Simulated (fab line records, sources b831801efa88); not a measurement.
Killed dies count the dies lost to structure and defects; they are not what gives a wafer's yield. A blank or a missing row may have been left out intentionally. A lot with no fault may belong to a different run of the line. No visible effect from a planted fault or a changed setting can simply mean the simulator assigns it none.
One fault through the eyes of 2 desks || flow gf180mcu || each desk has only its own numbers; what lay behind them comes last

AT THE METROLOGY DESK
What the gauges read for every lot (on any tool): the sampled wafers with a number, averaged. The brackets show how far a lot's mean lies from the usual mean; more than 4 standard deviations puts the lot out of limits, marked OUT.
Columns: A = STI_OXIDATION_THK at GF_STI_THK_MEAS_02, usual 10.00 nm; B = LVPWELL_RS at GF_VT_IMPLANT_RS_MEAS_48, usual 1196.2 ohm/sq
{"lot": "L772", "first seen here": "day 1 18:05", "A": 9.94, "B": 1194.9}
{"lot": "L775", "first seen here": "day 2 07:56", "A": 9.93, "B": 1196.7}
{"lot": "L776", "first seen here": "day 2 12:31", "A": 10.00, "B": 1194.9}
{"lot": "L781", "first seen here": "day 3 16:41", "A": 9.73, "B": 1198.2}
{"lot": "L783", "first seen here": "day 4 00:48", "A": 9.74, "B": "1229.6 (+15) OUT"}
{"lot": "L784", "first seen here": "day 4 06:02", "A": 9.97, "B": "1233.6 (+16) OUT"}
{"lot": "L785", "first seen here": "day 4 09:31", "A": 10.12, "B": 1194.8}
{"lot": "L786", "first seen here": "day 4 14:31", "A": 10.04, "B": 1192.8}
{"lot": "L787", "first seen here": "day 4 19:31", "A": 10.33, "B": 1195.7}
{"lot": "L788", "first seen here": "day 5 00:43", "A": 10.19, "B": 1198.8}
{"lot": "L790", "first seen here": "day 5 10:40", "A": 10.15, "B": 1199.3}
{"lot": "L792", "first seen here": "day 5 20:31", "A": 10.23, "B": 1197.2}
{"lot": "L794", "first seen here": "day 6 06:42", "A": 10.08, "B": 1192.9}
This desk reports L783, L784 out of limits; the earliest was L783 at day 10 23:55 (LVPWELL_RS at GF_VT_IMPLANT_RS_MEAS_48). L772, L775, L776, L781, L785, L786, L787, L788, L790, L792, L794: within limits.

AT THE TOOL OWNER'S DESK: implanter-03
GF_LVPWELL_IMPLANT_09, tool's own readings: per-lot mean of the sampled wafers with a number, covering each lot this tool ran. The brackets show how far a lot's mean lies from the usual mean; more than 4 standard deviations puts the lot out of limits, marked OUT.
Columns: A = dose-ions-cm2 at GF_LVPWELL_IMPLANT_09, usual 5e+12; B = faraday-current-uA at GF_LVPWELL_IMPLANT_09, usual 28.2; C = tilt-deg at GF_LVPWELL_IMPLANT_09, usual -0.002 degrees
{"lot": "L776", "first seen here": "day 4 23:59", "A": 5e+12, "B": 28.5, "C": 0.022}
{"lot": "L781", "first seen here": "day 6 09:38", "A": 5e+12, "B": 28.2, "C": -0.019}
{"lot": "L783", "first seen here": "day 6 16:46", "A": "4e+12 (-99 or more) OUT", "B": "23.8 (-6.9) OUT", "C": 0.005}
{"lot": "L784", "first seen here": "day 6 22:59", "A": "4e+12 (-99 or more) OUT", "B": "23.9 (-6.7) OUT", "C": -0.020}
This desk finds L783, L784 out of limits, L783 being first, at day 6 16:46 (dose-ions-cm2 at GF_LVPWELL_IMPLANT_09). L776, L781: within limits.

BROUGHT TOGETHER
At day 6 16:46, on L783, L784, the tool owner's desk was in a position to raise an alarm.
The metrology desk could have raised an alarm at day 10 23:55, on L783, L784.
GF_LVPWELL_IMPLANT_09 was run on implanter-03 by each of the lots named.

WHAT THE SIMULATOR PUT IN
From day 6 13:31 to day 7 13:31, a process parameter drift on implanter-03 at GF_LVPWELL_IMPLANT_09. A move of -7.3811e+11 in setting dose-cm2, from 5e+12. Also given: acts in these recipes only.
Lots struck among those shown: L783, L784.
Delay (hours) between the fault's onset and each desk's first out-of-limits reading: 3 at the tool owner's desk, 106 at the metrology desk.
